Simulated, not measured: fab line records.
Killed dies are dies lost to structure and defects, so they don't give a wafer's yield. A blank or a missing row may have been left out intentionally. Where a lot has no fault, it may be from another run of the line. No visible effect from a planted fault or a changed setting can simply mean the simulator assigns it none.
Which of the tools did it? / flow gf180mcu / 24 lots with 72 wafers sampled at 6 steps, on a route of 602 steps

WHAT EACH GAUGE READ, for each wafer
GF_V4_THK_MEAS_25: measures by xrf. Usual: V4_W_THK gives 361 nm (standard deviation 8.2).
lot=L074; measured=day 25 03:23; on=film_metro-03; V4_W_THK (nm)=369 365 357; flag=
lot=L075; measured=day 25 16:14; on=film_metro-02; V4_W_THK (nm)=359 358 363; flag=
lot=L077; measured=day 25 21:20; on=film_metro-02; V4_W_THK (nm)=360 372 370; flag=
lot=L076; measured=day 25 21:21; on=film_metro-01; V4_W_THK (nm)=347 352 346; flag=
lot=L078; measured=day 25 23:32; on=film_metro-01; V4_W_THK (nm)=348 347 345; flag=
lot=L080; measured=day 26 13:02; on=film_metro-03; V4_W_THK (nm)=369 372 367; flag=
lot=L079; measured=day 26 16:26; on=film_metro-03; V4_W_THK (nm)=377 368 382; flag=
lot=L082; measured=day 27 04:43; on=film_metro-03; V4_W_THK (nm)=355 356 363; flag=
lot=L083; measured=day 27 11:53; on=film_metro-03; V4_W_THK (nm)=364 358 368; flag=
lot=L081; measured=day 27 12:14; on=film_metro-03; V4_W_THK (nm)=368 377 375; flag=
lot=L084; measured=day 27 18:59; on=film_metro-02; V4_W_THK (nm)=357 357 360; flag=
lot=L085; measured=day 27 23:21; on=film_metro-02; V4_W_THK (nm)=363 358 367; flag=
lot=L086; measured=day 28 15:43; on=film_metro-01; V4_W_THK (nm)=350 345 350; flag=
lot=L087; measured=day 28 17:17; on=film_metro-03; V4_W_THK (nm)=352 358 362; flag=
lot=L088; measured=day 28 17:55; on=film_metro-01; V4_W_THK (nm)=360 354 360; flag=
lot=L089; measured=day 29 06:31; on=film_metro-03; V4_W_THK (nm)=364 364 374; flag=
lot=L090; measured=day 29 15:40; on=film_metro-03; V4_W_THK (nm)=356 359 358; flag=
lot=L091; measured=day 29 21:17; on=film_metro-01; V4_W_THK (nm)=354 346 346; flag=
lot=L092; measured=day 30 01:31; on=film_metro-03; V4_W_THK (nm)=349 349 353; flag=
lot=L093; measured=day 30 05:53; on=film_metro-03; V4_W_THK (nm)=369 360 359; flag=
lot=L094; measured=day 30 14:34; on=film_metro-03; V4_W_THK (nm)=370 369 363; flag=
lot=L095; measured=day 30 16:43; on=film_metro-03; V4_W_THK (nm)=356 356 357; flag=
lot=L096; measured=day 31 00:11; on=film_metro-03; V4_W_THK (nm)=360 371 367; flag=
lot=L097; measured=day 31 03:07; on=film_metro-03; V4_W_THK (nm)=364 357 368; flag=

GF_M5_OVL_MEAS_08. Usual: M5_OVL gives 2 nm (standard deviation 5.3).
lot=L074; measured=day 26 22:15; on=overlay-02; M5_OVL (nm)=-3 -2 -1; flag=
lot=L075; measured=day 27 10:52; on=overlay-01; M5_OVL (nm)=12 13 11; flag=
lot=L077; measured=day 27 15:25; on=overlay-01; M5_OVL (nm)=1 0 0; flag=
lot=L076; measured=day 27 15:04; on=overlay-02; M5_OVL (nm)=6 2 4; flag=
lot=L078; measured=day 27 18:21; on=overlay-01; M5_OVL (nm)=-1 8 6; flag=
lot=L080; measured=day 28 05:16; on=overlay-01; M5_OVL (nm)=1 2 9; flag=
lot=L079; measured=day 28 09:13; on=overlay-01; M5_OVL (nm)=2 11 10; flag=
lot=L082; measured=day 28 21:10; on=overlay-01; M5_OVL (nm)=-6 -4 -6; flag=
lot=L083; measured=day 29 03:28; on=overlay-02; M5_OVL (nm)=-2 -3 -4; flag=
lot=L081; measured=day 29 04:15; on=overlay-01; M5_OVL (nm)=-9 3 -12; flag=
lot=L084; measured=day 29 11:30; on=overlay-01; M5_OVL (nm)=2 -1 4; flag=
lot=L085; measured=day 29 15:46; on=overlay-02; M5_OVL (nm)=5 3 8; flag=
lot=L086; measured=day 30 07:39; on=overlay-01; M5_OVL (nm)=1 -5 9; flag=
lot=L087; measured=day 30 09:43; on=overlay-01; M5_OVL (nm)=3 6 1; flag=
lot=L088; measured=day 30 09:52; on=overlay-02; M5_OVL (nm)=9 0 -4; flag=
lot=L089; measured=day 30 21:22; on=overlay-02; M5_OVL (nm)=-1 -10 -5; flag=
lot=L090; measured=day 31 05:19; on=overlay-01; M5_OVL (nm)=4 6 3; flag=
lot=L091; measured=day 31 10:19; on=overlay-01; M5_OVL (nm)=10 8 1; flag=
lot=L092; measured=day 31 15:03; on=overlay-01; M5_OVL (nm)=-1 6 3; flag=
lot=L093; measured=day 31 19:06; on=overlay-02; M5_OVL (nm)=2 12 8; flag=
lot=L094; measured=day 32 02:10; on=overlay-01; M5_OVL (nm)=4 2 0; flag=
lot=L095; measured=day 32 04:48; on=overlay-01; M5_OVL (nm)=-2 -1 -2; flag=
lot=L096; measured=day 32 11:49; on=overlay-02; M5_OVL (nm)=-4 -5 0; flag=
lot=L097; measured=day 32 15:04; on=overlay-02; M5_OVL (nm)=12 -1 9; flag=

WHICH TOOL RAN EACH LOT (tool, then ch and the chambers of the sampled wafers, then the start)
lot=L074; GF_MIM_SPUTTER_00=pvd_sputter-02, day 25 03:45; GF_MIM_SPUTTER_01=pvd_sputter-02, day 25 03:51; GF_MIM_SPUTTER_02=pvd_sputter-02, day 25 03:53; GF_MIM_SPUTTER_08=pvd_sputter-03, day 25 04:07
lot=L075; GF_MIM_SPUTTER_00=pvd_sputter-02, day 25 16:35; GF_MIM_SPUTTER_01=pvd_sputter-02, day 25 16:41; GF_MIM_SPUTTER_02=pvd_sputter-02, day 25 16:43; GF_MIM_SPUTTER_08=pvd_sputter-03, day 25 16:57
lot=L077; GF_MIM_SPUTTER_00=pvd_sputter-02, day 25 21:42; GF_MIM_SPUTTER_01=pvd_sputter-02, day 25 21:48; GF_MIM_SPUTTER_02=pvd_sputter-02, day 25 21:50; GF_MIM_SPUTTER_08=pvd_sputter-03, day 25 22:05
lot=L076; GF_MIM_SPUTTER_00=pvd_sputter-03, day 25 21:41; GF_MIM_SPUTTER_01=pvd_sputter-03, day 25 21:47; GF_MIM_SPUTTER_02=pvd_sputter-03, day 25 21:49; GF_MIM_SPUTTER_08=pvd_sputter-01, day 25 22:02
lot=L078; GF_MIM_SPUTTER_00=pvd_sputter-02, day 25 23:54; GF_MIM_SPUTTER_01=pvd_sputter-02, day 26 00:00; GF_MIM_SPUTTER_02=pvd_sputter-02, day 26 00:02; GF_MIM_SPUTTER_08=pvd_sputter-01, day 26 00:15
lot=L080; GF_MIM_SPUTTER_00=pvd_sputter-02, day 26 13:24; GF_MIM_SPUTTER_01=pvd_sputter-02, day 26 13:30; GF_MIM_SPUTTER_02=pvd_sputter-02, day 26 13:32; GF_MIM_SPUTTER_08=pvd_sputter-03, day 26 13:46
lot=L079; GF_MIM_SPUTTER_00=pvd_sputter-01, day 26 16:47; GF_MIM_SPUTTER_01=pvd_sputter-01, day 26 16:53; GF_MIM_SPUTTER_02=pvd_sputter-01, day 26 16:55; GF_MIM_SPUTTER_08=pvd_sputter-01, day 26 17:09
lot=L082; GF_MIM_SPUTTER_00=pvd_sputter-02, day 27 05:23; GF_MIM_SPUTTER_01=pvd_sputter-02, day 27 05:29; GF_MIM_SPUTTER_02=pvd_sputter-02, day 27 05:31; GF_MIM_SPUTTER_08=pvd_sputter-03, day 27 05:44
lot=L083; GF_MIM_SPUTTER_00=pvd_sputter-03, day 27 12:14; GF_MIM_SPUTTER_01=pvd_sputter-03, day 27 12:20; GF_MIM_SPUTTER_02=pvd_sputter-03, day 27 12:23; GF_MIM_SPUTTER_08=pvd_sputter-01, day 27 12:36
lot=L081; GF_MIM_SPUTTER_00=pvd_sputter-03, day 27 12:36; GF_MIM_SPUTTER_01=pvd_sputter-03, day 27 12:42; GF_MIM_SPUTTER_02=pvd_sputter-03, day 27 12:44; GF_MIM_SPUTTER_08=pvd_sputter-01, day 27 12:57
lot=L084; GF_MIM_SPUTTER_00=pvd_sputter-02, day 27 19:20; GF_MIM_SPUTTER_01=pvd_sputter-02, day 27 19:26; GF_MIM_SPUTTER_02=pvd_sputter-02, day 27 19:28; GF_MIM_SPUTTER_08=pvd_sputter-03, day 27 19:42
lot=L085; GF_MIM_SPUTTER_00=pvd_sputter-02, day 27 23:42; GF_MIM_SPUTTER_01=pvd_sputter-02, day 27 23:48; GF_MIM_SPUTTER_02=pvd_sputter-02, day 27 23:50; GF_MIM_SPUTTER_08=pvd_sputter-01, day 28 00:04
lot=L086; GF_MIM_SPUTTER_00=pvd_sputter-02, day 28 16:05; GF_MIM_SPUTTER_01=pvd_sputter-02, day 28 16:11; GF_MIM_SPUTTER_02=pvd_sputter-02, day 28 16:13; GF_MIM_SPUTTER_08=pvd_sputter-01, day 28 16:26
lot=L087; GF_MIM_SPUTTER_00=pvd_sputter-01, day 28 17:38; GF_MIM_SPUTTER_01=pvd_sputter-01, day 28 17:44; GF_MIM_SPUTTER_02=pvd_sputter-01, day 28 17:46; GF_MIM_SPUTTER_08=pvd_sputter-02, day 28 18:00
lot=L088; GF_MIM_SPUTTER_00=pvd_sputter-01, day 28 18:17; GF_MIM_SPUTTER_01=pvd_sputter-01, day 28 18:23; GF_MIM_SPUTTER_02=pvd_sputter-01, day 28 18:25; GF_MIM_SPUTTER_08=pvd_sputter-02, day 28 18:38
lot=L089; GF_MIM_SPUTTER_00=pvd_sputter-03, day 29 06:51; GF_MIM_SPUTTER_01=pvd_sputter-03, day 29 06:57; GF_MIM_SPUTTER_02=pvd_sputter-03, day 29 06:59; GF_MIM_SPUTTER_08=pvd_sputter-01, day 29 07:13
lot=L090; GF_MIM_SPUTTER_00=pvd_sputter-02, day 29 16:01; GF_MIM_SPUTTER_01=pvd_sputter-02, day 29 16:07; GF_MIM_SPUTTER_02=pvd_sputter-02, day 29 16:09; GF_MIM_SPUTTER_08=pvd_sputter-01, day 29 16:22
lot=L091; GF_MIM_SPUTTER_00=pvd_sputter-02, day 29 21:38; GF_MIM_SPUTTER_01=pvd_sputter-02, day 29 21:44; GF_MIM_SPUTTER_02=pvd_sputter-02, day 29 21:46; GF_MIM_SPUTTER_08=pvd_sputter-01, day 29 21:59
lot=L092; GF_MIM_SPUTTER_00=pvd_sputter-03, day 30 01:59; GF_MIM_SPUTTER_01=pvd_sputter-03, day 30 02:05; GF_MIM_SPUTTER_02=pvd_sputter-03, day 30 02:07; GF_MIM_SPUTTER_08=pvd_sputter-01, day 30 02:21
lot=L093; GF_MIM_SPUTTER_00=pvd_sputter-02, day 30 06:15; GF_MIM_SPUTTER_01=pvd_sputter-02, day 30 06:21; GF_MIM_SPUTTER_02=pvd_sputter-02, day 30 06:23; GF_MIM_SPUTTER_08=pvd_sputter-01, day 30 06:37
lot=L094; GF_MIM_SPUTTER_00=pvd_sputter-03, day 30 14:55; GF_MIM_SPUTTER_01=pvd_sputter-03, day 30 15:01; GF_MIM_SPUTTER_02=pvd_sputter-03, day 30 15:03; GF_MIM_SPUTTER_08=pvd_sputter-01, day 30 15:17
lot=L095; GF_MIM_SPUTTER_00=pvd_sputter-02, day 30 17:04; GF_MIM_SPUTTER_01=pvd_sputter-02, day 30 17:10; GF_MIM_SPUTTER_02=pvd_sputter-02, day 30 17:12; GF_MIM_SPUTTER_08=pvd_sputter-01, day 30 17:26
lot=L096; GF_MIM_SPUTTER_00=pvd_sputter-01, day 31 00:32; GF_MIM_SPUTTER_01=pvd_sputter-01, day 31 00:38; GF_MIM_SPUTTER_02=pvd_sputter-01, day 31 00:40; GF_MIM_SPUTTER_08=pvd_sputter-03, day 31 00:54
lot=L097; GF_MIM_SPUTTER_00=pvd_sputter-02, day 31 03:26; GF_MIM_SPUTTER_01=pvd_sputter-02, day 31 03:32; GF_MIM_SPUTTER_02=pvd_sputter-02, day 31 03:34; GF_MIM_SPUTTER_08=pvd_sputter-01, day 31 03:49
- GF_MIM_SPUTTER_00: material Ti, target thk 37.5 nm, time 150 s.
- GF_MIM_SPUTTER_01: material TiN, target thk 30 nm, time 25 s.
- GF_MIM_SPUTTER_02: material AlCu, target thk 450 nm, time 23.9 s.
- GF_MIM_SPUTTER_08: material AlCu, target thk 200 nm, time 10.6 s.

AS READ BY THE TOOLS THEMSELVES (means over the sampled wafers that have a number; for cases with no such wafer, the mark the record gives instead)
GF_MIM_SPUTTER_00. Usual: throttle_valve_pct reads 29.7 % (standard deviation 1.1).
lot=L074; tool=pvd_sputter-02; throttle_valve_pct (%)=29.1; flag=
lot=L075; tool=pvd_sputter-02; throttle_valve_pct (%)=30.5; flag=
lot=L077; tool=pvd_sputter-02; throttle_valve_pct (%)=29.3; flag=
lot=L076; tool=pvd_sputter-03; throttle_valve_pct (%)=29.9; flag=
lot=L078; tool=pvd_sputter-02; throttle_valve_pct (%)=30.1; flag=
lot=L080; tool=pvd_sputter-02; throttle_valve_pct (%)=30.1; flag=
lot=L079; tool=pvd_sputter-01; throttle_valve_pct (%)=29.1; flag=
lot=L082; tool=pvd_sputter-02; throttle_valve_pct (%)=29.0; flag=
lot=L083; tool=pvd_sputter-03; throttle_valve_pct (%)=29.7; flag=
lot=L081; tool=pvd_sputter-03; throttle_valve_pct (%)=29.0; flag=
lot=L084; tool=pvd_sputter-02; throttle_valve_pct (%)=29.9; flag=
lot=L085; tool=pvd_sputter-02; throttle_valve_pct (%)=30.4; flag=
lot=L086; tool=pvd_sputter-02; throttle_valve_pct (%)=29.8; flag=
lot=L087; tool=pvd_sputter-01; throttle_valve_pct (%)=29.8; flag=
lot=L088; tool=pvd_sputter-01; throttle_valve_pct (%)=28.0; flag=
lot=L089; tool=pvd_sputter-03; throttle_valve_pct (%)=29.6; flag=
lot=L090; tool=pvd_sputter-02; throttle_valve_pct (%)=29.5; flag=
lot=L091; tool=pvd_sputter-02; throttle_valve_pct (%)=29.2; flag=
lot=L092; tool=pvd_sputter-03; throttle_valve_pct (%)=29.6; flag=
lot=L093; tool=pvd_sputter-02; throttle_valve_pct (%)=30.0; flag=
lot=L094; tool=pvd_sputter-03; throttle_valve_pct (%)=29.8; flag=
lot=L095; tool=pvd_sputter-02; throttle_valve_pct (%)=30.4; flag=
lot=L096; tool=pvd_sputter-01; throttle_valve_pct (%)=30.0; flag=
lot=L097; tool=pvd_sputter-02; throttle_valve_pct (%)=30.4; flag=

GF_MIM_SPUTTER_01. Usual: throttle_valve_pct reads 29.7 % (standard deviation 1.1).
lot=L074; tool=pvd_sputter-02; throttle_valve_pct (%)=29.3; flag=
lot=L075; tool=pvd_sputter-02; throttle_valve_pct (%)=30.4; flag=
lot=L077; tool=pvd_sputter-02; throttle_valve_pct (%)=29.1; flag=
lot=L076; tool=pvd_sputter-03; throttle_valve_pct (%)=29.9; flag=
lot=L078; tool=pvd_sputter-02; throttle_valve_pct (%)=30.2; flag=
lot=L080; tool=pvd_sputter-02; throttle_valve_pct (%)=30.0; flag=
lot=L079; tool=pvd_sputter-01; throttle_valve_pct (%)=29.0; flag=
lot=L082; tool=pvd_sputter-02; throttle_valve_pct (%)=29.3; flag=
lot=L083; tool=pvd_sputter-03; throttle_valve_pct (%)=29.6; flag=
lot=L081; tool=pvd_sputter-03; throttle_valve_pct (%)=28.9; flag=
lot=L084; tool=pvd_sputter-02; throttle_valve_pct (%)=30.0; flag=
lot=L085; tool=pvd_sputter-02; throttle_valve_pct (%)=30.4; flag=
lot=L086; tool=pvd_sputter-02; throttle_valve_pct (%)=29.8; flag=
lot=L087; tool=pvd_sputter-01; throttle_valve_pct (%)=29.7; flag=
lot=L088; tool=pvd_sputter-01; throttle_valve_pct (%)=27.8; flag=
lot=L089; tool=pvd_sputter-03; throttle_valve_pct (%)=29.8; flag=
lot=L090; tool=pvd_sputter-02; throttle_valve_pct (%)=29.8; flag=
lot=L091; tool=pvd_sputter-02; throttle_valve_pct (%)=29.1; flag=
lot=L092; tool=pvd_sputter-03; throttle_valve_pct (%)=29.6; flag=
lot=L093; tool=pvd_sputter-02; throttle_valve_pct (%)=30.0; flag=
lot=L094; tool=pvd_sputter-03; throttle_valve_pct (%)=29.7; flag=
lot=L095; tool=pvd_sputter-02; throttle_valve_pct (%)=30.4; flag=
lot=L096; tool=pvd_sputter-01; throttle_valve_pct (%)=30.0; flag=
lot=L097; tool=pvd_sputter-02; throttle_valve_pct (%)=30.3; flag=

GF_MIM_SPUTTER_02. Usual: throttle_valve_pct reads 29.7 % (standard deviation 1.2).
lot=L074; tool=pvd_sputter-02; throttle_valve_pct (%)=29.1; flag=
lot=L075; tool=pvd_sputter-02; throttle_valve_pct (%)=30.3; flag=
lot=L077; tool=pvd_sputter-02; throttle_valve_pct (%)=29.2; flag=
lot=L076; tool=pvd_sputter-03; throttle_valve_pct (%)=29.8; flag=
lot=L078; tool=pvd_sputter-02; throttle_valve_pct (%)=30.3; flag=
lot=L080; tool=pvd_sputter-02; throttle_valve_pct (%)=30.1; flag=
lot=L079; tool=pvd_sputter-01; throttle_valve_pct (%)=29.0; flag=
lot=L082; tool=pvd_sputter-02; throttle_valve_pct (%)=29.0; flag=
lot=L083; tool=pvd_sputter-03; throttle_valve_pct (%)=29.7; flag=
lot=L081; tool=pvd_sputter-03; throttle_valve_pct (%)=28.9; flag=
lot=L084; tool=pvd_sputter-02; throttle_valve_pct (%)=29.9; flag=
lot=L085; tool=pvd_sputter-02; throttle_valve_pct (%)=30.4; flag=
lot=L086; tool=pvd_sputter-02; throttle_valve_pct (%)=29.7; flag=
lot=L087; tool=pvd_sputter-01; throttle_valve_pct (%)=29.8; flag=
lot=L088; tool=pvd_sputter-01; throttle_valve_pct (%)=27.7; flag=
lot=L089; tool=pvd_sputter-03; throttle_valve_pct (%)=29.7; flag=
lot=L090; tool=pvd_sputter-02; throttle_valve_pct (%)=29.6; flag=
lot=L091; tool=pvd_sputter-02; throttle_valve_pct (%)=29.1; flag=
lot=L092; tool=pvd_sputter-03; throttle_valve_pct (%)=29.7; flag=
lot=L093; tool=pvd_sputter-02; throttle_valve_pct (%)=29.9; flag=
lot=L094; tool=pvd_sputter-03; throttle_valve_pct (%)=29.6; flag=
lot=L095; tool=pvd_sputter-02; throttle_valve_pct (%)=30.4; flag=
lot=L096; tool=pvd_sputter-01; throttle_valve_pct (%)=30.1; flag=
lot=L097; tool=pvd_sputter-02; throttle_valve_pct (%)=30.3; flag=

GF_MIM_SPUTTER_08. Usual: throttle_valve_pct reads 29.4 % (standard deviation 1.3).
lot=L074; tool=pvd_sputter-03; throttle_valve_pct (%)=30.4; flag=
lot=L075; tool=pvd_sputter-03; throttle_valve_pct (%)=29.1; flag=
lot=L077; tool=pvd_sputter-03; throttle_valve_pct (%)=29.1; flag=
lot=L076; tool=pvd_sputter-01; throttle_valve_pct (%)=29.1; flag=
lot=L078; tool=pvd_sputter-01; throttle_valve_pct (%)=29.2; flag=
lot=L080; tool=pvd_sputter-03; throttle_valve_pct (%)=29.9; flag=
lot=L079; tool=pvd_sputter-01; throttle_valve_pct (%)=27.7; flag=
lot=L082; tool=pvd_sputter-03; throttle_valve_pct (%)=30.0; flag=
lot=L083; tool=pvd_sputter-01; throttle_valve_pct (%)=30.1; flag=
lot=L081; tool=pvd_sputter-01; throttle_valve_pct (%)=28.7; flag=
lot=L084; tool=pvd_sputter-03; throttle_valve_pct (%)=29.9; flag=
lot=L085; tool=pvd_sputter-01; throttle_valve_pct (%)=29.9; flag=
lot=L086; tool=pvd_sputter-01; throttle_valve_pct (%)=28.9; flag=
lot=L087; tool=pvd_sputter-02; throttle_valve_pct (%)=29.2; flag=
lot=L088; tool=pvd_sputter-02; throttle_valve_pct (%)=30.3; flag=
lot=L089; tool=pvd_sputter-01; throttle_valve_pct (%)=28.9; flag=
lot=L090; tool=pvd_sputter-01; throttle_valve_pct (%)=29.1; flag=
lot=L091; tool=pvd_sputter-01; throttle_valve_pct (%)=29.2; flag=
lot=L092; tool=pvd_sputter-01; throttle_valve_pct (%)=29.8; flag=
lot=L093; tool=pvd_sputter-01; throttle_valve_pct (%)=29.6; flag=
lot=L094; tool=pvd_sputter-01; throttle_valve_pct (%)=29.4; flag=
lot=L095; tool=pvd_sputter-01; throttle_valve_pct (%)=30.0; flag=
lot=L096; tool=pvd_sputter-03; throttle_valve_pct (%)=28.9; flag=
lot=L097; tool=pvd_sputter-01; throttle_valve_pct (%)=30.0; flag=

THE ANSWER, worked out from the rows above alone
Rule: a lot counts as off when the mean over its wafers that have a number is more than 3 standard deviations away from the usual mean. Also off: a lot with no number at a reading for which 4 or more lots have one. All remaining lots with rows at the step are treated as sound. The gauges are gone through in route order, then the tools' own readings, and for those a lot's mean is taken as printed above. At the first step where some lot is off, the reading lying furthest off is the one used; lots without a number count as furthest.
Across all readings shown, no lot is off: no conclusion can be drawn from this.

WHAT THE SIMULATOR PUT IN
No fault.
